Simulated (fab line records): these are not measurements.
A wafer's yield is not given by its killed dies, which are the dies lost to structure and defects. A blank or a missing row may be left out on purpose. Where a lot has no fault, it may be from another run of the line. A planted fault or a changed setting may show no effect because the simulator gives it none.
What tool caused it? / flow sky130 / 15 lots, 45 wafers sampled, at 4 steps of a route of 708

WHAT EACH GAUGE READ, for each wafer
SKY_VT_ADJUST_HVTP_CD_MEAS_07 targets a cd of 380 nm. Usual: cdNm reads 380.0 nm (standard deviation 2.6).
lot=L628; measured=day 6 11:26; on=cdSem-01; cdNm (nm)=377.4 376.4 376.5; flag=
lot=L631; measured=day 7 05:18; on=cdSem-02; cdNm (nm)=381.6 380.0 380.5; flag=
lot=L630; measured=day 7 05:35; on=cdSem-01; cdNm (nm)=383.3 381.8 383.2; flag=
lot=L632; measured=day 7 17:26; on=cdSem-02; cdNm (nm)=380.5 381.4 380.9; flag=
lot=L633; measured=day 8 04:58; on=cdSem-01; cdNm (nm)=381.0 378.8 380.9; flag=
lot=L634; measured=day 8 12:04; on=cdSem-02; cdNm (nm)=377.4 376.7 379.0; flag=
lot=L636; measured=day 8 12:32; on=cdSem-01; cdNm (nm)=378.4 378.9 377.3; flag=
lot=L637; measured=day 8 14:57; on=cdSem-01; cdNm (nm)=377.9 379.0 379.7; flag=
lot=L638; measured=day 9 07:44; on=cdSem-01; cdNm (nm)=382.0 381.4 382.5; flag=
lot=L645; measured=day 10 17:44; on=cdSem-02; cdNm (nm)=376.7 378.3 377.3; flag=
lot=L646; measured=day 10 22:17; on=cdSem-02; cdNm (nm)=378.7 378.8 379.6; flag=
lot=L647; measured=day 11 07:53; on=cdSem-01; cdNm (nm)=379.1 381.1 377.8; flag=
lot=L648; measured=day 11 13:26; on=cdSem-01; cdNm (nm)=383.5 381.6 382.5; flag=
lot=L649; measured=day 11 21:38; on=cdSem-02; cdNm (nm)=377.1 376.4 378.5; flag=
lot=L650; measured=day 12 10:51; on=cdSem-02; cdNm (nm)=377.0 376.6 377.1; flag=

SKY_VT_ADJUST_HVTR_OVL_MEAS_08. Usual: for VT_ADJUST_HVTR_OVL the level is 0.0 nm and the standard deviation is 1.7.
lot=L628; measured=day 9 19:53; on=overlay-02; VT_ADJUST_HVTR_OVL (nm)=0.2 0.0 -0.1; flag=
lot=L631; measured=day 10 16:20; on=overlay-01; VT_ADJUST_HVTR_OVL (nm)=0.3 0.5 -0.6; flag=
lot=L630; measured=day 10 17:25; on=overlay-02; VT_ADJUST_HVTR_OVL (nm)=0.2 -0.5 0.9; flag=
lot=L632; measured=day 11 08:11; on=overlay-01; VT_ADJUST_HVTR_OVL (nm)=-1.0 2.1 0.9; flag=
lot=L633; measured=day 11 22:22; on=overlay-02; VT_ADJUST_HVTR_OVL (nm)=-1.6 -0.8 1.0; flag=
lot=L634; measured=day 12 07:16; on=overlay-02; VT_ADJUST_HVTR_OVL (nm)=-1.2 0.5 0.0; flag=
lot=L636; measured=day 12 07:42; on=overlay-01; VT_ADJUST_HVTR_OVL (nm)=1.0 -0.2 -0.7; flag=
lot=L637; measured=day 12 09:48; on=overlay-02; VT_ADJUST_HVTR_OVL (nm)=-4.1 -3.8 -2.5; flag=
lot=L638; measured=day 13 05:34; on=overlay-02; VT_ADJUST_HVTR_OVL (nm)=-2.6 -2.0 -3.6; flag=
lot=L645; measured=day 14 21:38; on=overlay-02; VT_ADJUST_HVTR_OVL (nm)=0.8 -0.3 1.4; flag=
lot=L646; measured=day 15 03:19; on=overlay-01; VT_ADJUST_HVTR_OVL (nm)=3.5 1.7 4.2; flag=
lot=L647; measured=day 15 15:45; on=overlay-01; VT_ADJUST_HVTR_OVL (nm)=3.2 -0.2 1.1; flag=
lot=L648; measured=day 15 21:36; on=overlay-02; VT_ADJUST_HVTR_OVL (nm)=-3.0 -0.6 -1.0; flag=
lot=L649; measured=day 16 06:54; on=overlay-02; VT_ADJUST_HVTR_OVL (nm)=-1.0 1.8 -0.2; flag=
lot=L650; measured=day 16 22:07; on=overlay-02; VT_ADJUST_HVTR_OVL (nm)=-2.1 -2.3 -2.3; flag=

EACH LOT AND THE TOOL THAT RAN IT (in order: tool; ch and the chambers of the sampled wafers; start)
lot=L628; SKY_PWDE_STRIP_09=plasmaAsher-04 ch 0,1, day 4 06:17; SKY_VT_ADJUST_LVTN_DEVELOP_17=lithoTrack-04 ch 0, day 8 02:14
lot=L631; SKY_PWDE_STRIP_09=plasmaAsher-02 ch 0,1, day 4 21:39; SKY_VT_ADJUST_LVTN_DEVELOP_17=lithoTrack-02 ch 0, day 8 20:46
lot=L630; SKY_PWDE_STRIP_09=plasmaAsher-04 ch 1, day 4 21:53; SKY_VT_ADJUST_LVTN_DEVELOP_17=lithoTrack-01 ch 0, day 8 21:11
lot=L632; SKY_PWDE_STRIP_09=plasmaAsher-03 ch 1, day 5 08:56; SKY_VT_ADJUST_LVTN_DEVELOP_17=lithoTrack-04 ch 0, day 9 10:32
lot=L633; SKY_PWDE_STRIP_09=plasmaAsher-04 ch 0,1, day 5 19:13; SKY_VT_ADJUST_LVTN_DEVELOP_17=lithoTrack-01 ch 0, day 9 23:56
lot=L634; SKY_PWDE_STRIP_09=plasmaAsher-04 ch 0,1, day 6 01:00; SKY_VT_ADJUST_LVTN_DEVELOP_17=lithoTrack-02 ch 0, day 10 07:27
lot=L636; SKY_PWDE_STRIP_09=plasmaAsher-02 ch 0,1, day 6 01:21; SKY_VT_ADJUST_LVTN_DEVELOP_17=lithoTrack-01 ch 0, day 10 08:26
lot=L637; SKY_PWDE_STRIP_09=plasmaAsher-04 ch 0,1, day 6 04:25; SKY_VT_ADJUST_LVTN_DEVELOP_17=lithoTrack-04 ch 0, day 10 10:26
lot=L638; SKY_PWDE_STRIP_09=plasmaAsher-02 ch 0,1, day 6 18:24; SKY_VT_ADJUST_LVTN_DEVELOP_17=lithoTrack-02 ch 0, day 11 04:00
lot=L645; SKY_PWDE_STRIP_09=plasmaAsher-03 ch 0,1, day 8 00:46; SKY_VT_ADJUST_LVTN_DEVELOP_17=lithoTrack-02, day 12 17:42
lot=L646; SKY_PWDE_STRIP_09=plasmaAsher-02 ch 0,1, day 8 04:28; SKY_VT_ADJUST_LVTN_DEVELOP_17=lithoTrack-02, day 12 23:12
lot=L647; SKY_PWDE_STRIP_09=plasmaAsher-04 ch 0,1, day 8 12:36; SKY_VT_ADJUST_LVTN_DEVELOP_17=lithoTrack-01, day 13 09:32
lot=L648; SKY_PWDE_STRIP_09=plasmaAsher-04 ch 0,1, day 8 19:16; SKY_VT_ADJUST_LVTN_DEVELOP_17=lithoTrack-01 ch 0, day 13 16:14
lot=L649; SKY_PWDE_STRIP_09=plasmaAsher-04 ch 0,1, day 9 00:52; SKY_VT_ADJUST_LVTN_DEVELOP_17=lithoTrack-04 ch 0, day 14 00:02
lot=L650; SKY_PWDE_STRIP_09=plasmaAsher-04 ch 0,1, day 9 13:10; SKY_VT_ADJUST_LVTN_DEVELOP_17=lithoTrack-01 ch 0, day 14 15:13
- SKY_PWDE_STRIP_09: strips in O2/N2.
- SKY_VT_ADJUST_LVTN_DEVELOP_17: develop time 60 s.

WHAT THE TOOLS THEMSELVES READ (means of the sampled wafers that have a number; where no wafer has one, the mark that the record gives instead)
SKY_PWDE_STRIP_09. Usual: drypumpMotorCurrentA 5.8 A, standard deviation 0.41; oesProductAu 0.723 a.u., standard deviation 0.0045; stripTimeToEndpointS 36.93 s, standard deviation 0.099.
lot=L628; tool=plasmaAsher-04; drypumpMotorCurrentA (A)=6.1; oesProductAu (a.u.)=0.722; stripTimeToEndpointS (s)=37.06; flag=
lot=L631; tool=plasmaAsher-02; drypumpMotorCurrentA (A)=5.2; oesProductAu (a.u.)=0.724; stripTimeToEndpointS (s)=36.97; flag=
lot=L630; tool=plasmaAsher-04; drypumpMotorCurrentA (A)=6.1; oesProductAu (a.u.)=0.731; stripTimeToEndpointS (s)=37.04; flag=
lot=L632; tool=plasmaAsher-03; drypumpMotorCurrentA (A)=5.9; oesProductAu (a.u.)=0.722; stripTimeToEndpointS (s)=36.92; flag=
lot=L633; tool=plasmaAsher-04; drypumpMotorCurrentA (A)=6.1; oesProductAu (a.u.)=0.723; stripTimeToEndpointS (s)=36.92; flag=
lot=L634; tool=plasmaAsher-04; drypumpMotorCurrentA (A)=6.2; oesProductAu (a.u.)=0.720; stripTimeToEndpointS (s)=36.95; flag=
lot=L636; tool=plasmaAsher-02; drypumpMotorCurrentA (A)=5.2; oesProductAu (a.u.)=0.719; stripTimeToEndpointS (s)=36.82; flag=
lot=L637; tool=plasmaAsher-04; drypumpMotorCurrentA (A)=6.2; oesProductAu (a.u.)=0.722; stripTimeToEndpointS (s)=36.89; flag=
lot=L638; tool=plasmaAsher-02; drypumpMotorCurrentA (A)=5.2; oesProductAu (a.u.)=0.720; stripTimeToEndpointS (s)=36.70; flag=
lot=L645; tool=plasmaAsher-03; drypumpMotorCurrentA (A)=5.7; oesProductAu (a.u.)=0.721; stripTimeToEndpointS (s)=36.95; flag=
lot=L646; tool=plasmaAsher-02; drypumpMotorCurrentA (A)=5.3; oesProductAu (a.u.)=0.721; stripTimeToEndpointS (s)=36.89; flag=
lot=L647; tool=plasmaAsher-04; drypumpMotorCurrentA (A)=6.2; oesProductAu (a.u.)=0.724; stripTimeToEndpointS (s)=36.97; flag=
lot=L648; tool=plasmaAsher-04; drypumpMotorCurrentA (A)=6.1; oesProductAu (a.u.)=0.723; stripTimeToEndpointS (s)=37.00; flag=
lot=L649; tool=plasmaAsher-04; drypumpMotorCurrentA (A)=6.1; oesProductAu (a.u.)=0.725; stripTimeToEndpointS (s)=37.10; flag=
lot=L650; tool=plasmaAsher-04; drypumpMotorCurrentA (A)=6.1; oesProductAu (a.u.)=0.721; stripTimeToEndpointS (s)=36.81; flag=

SKY_VT_ADJUST_LVTN_DEVELOP_17. Usual: chillPlateTempC reads 22.99 C (standard deviation 0.11).
lot=L628; tool=lithoTrack-04; chillPlateTempC (C)=22.89; flag=
lot=L631; tool=lithoTrack-02; chillPlateTempC (C)=22.99; flag=
lot=L630; tool=lithoTrack-01; chillPlateTempC (C)=23.12; flag=
lot=L632; tool=lithoTrack-04; chillPlateTempC (C)=23.03; flag=
lot=L633; tool=lithoTrack-01; chillPlateTempC (C)=22.98; flag=
lot=L634; tool=lithoTrack-02; chillPlateTempC (C)=23.17; flag=
lot=L636; tool=lithoTrack-01; chillPlateTempC (C)=23.02; flag=
lot=L637; tool=lithoTrack-04; chillPlateTempC (C)=22.93; flag=
lot=L638; tool=lithoTrack-02; chillPlateTempC (C)=23.07; flag=
lot=L645; tool=lithoTrack-02; chillPlateTempC (C)=-; flag=OFF
lot=L646; tool=lithoTrack-02; chillPlateTempC (C)=-; flag=OFF
lot=L647; tool=lithoTrack-01; chillPlateTempC (C)=-; flag=OFF
lot=L648; tool=lithoTrack-01; chillPlateTempC (C)=23.05; flag=
lot=L649; tool=lithoTrack-04; chillPlateTempC (C)=23.01; flag=
lot=L650; tool=lithoTrack-01; chillPlateTempC (C)=22.86; flag=

THE ANSWER, worked out from the rows above alone
Rule: a lot counts as off when the mean over its wafers that have a number is more than 3 standard deviations away from the usual mean. A lot without any number at a reading at which 4 lots or more have one is off too. All remaining lots with rows at the step are treated as sound. Order of review: gauges by route order, followed by the tools' own readings, for which a lot's mean as printed above is used. The first step at which some lot is off is used, and at that step the reading that is off furthest; a lot without a number counts as furthest.
Off: L645, L646, L647 (SKY_VT_ADJUST_LVTN_DEVELOP_17, chillPlateTempC). Without a number there: L645, L646, L647.
A tool fits if, at that step or a process step before it, it ran every lot that is off, and no sound lot after the first of them. No candidate that was tried fits.

WHAT THE SIMULATOR HAD PUT IN
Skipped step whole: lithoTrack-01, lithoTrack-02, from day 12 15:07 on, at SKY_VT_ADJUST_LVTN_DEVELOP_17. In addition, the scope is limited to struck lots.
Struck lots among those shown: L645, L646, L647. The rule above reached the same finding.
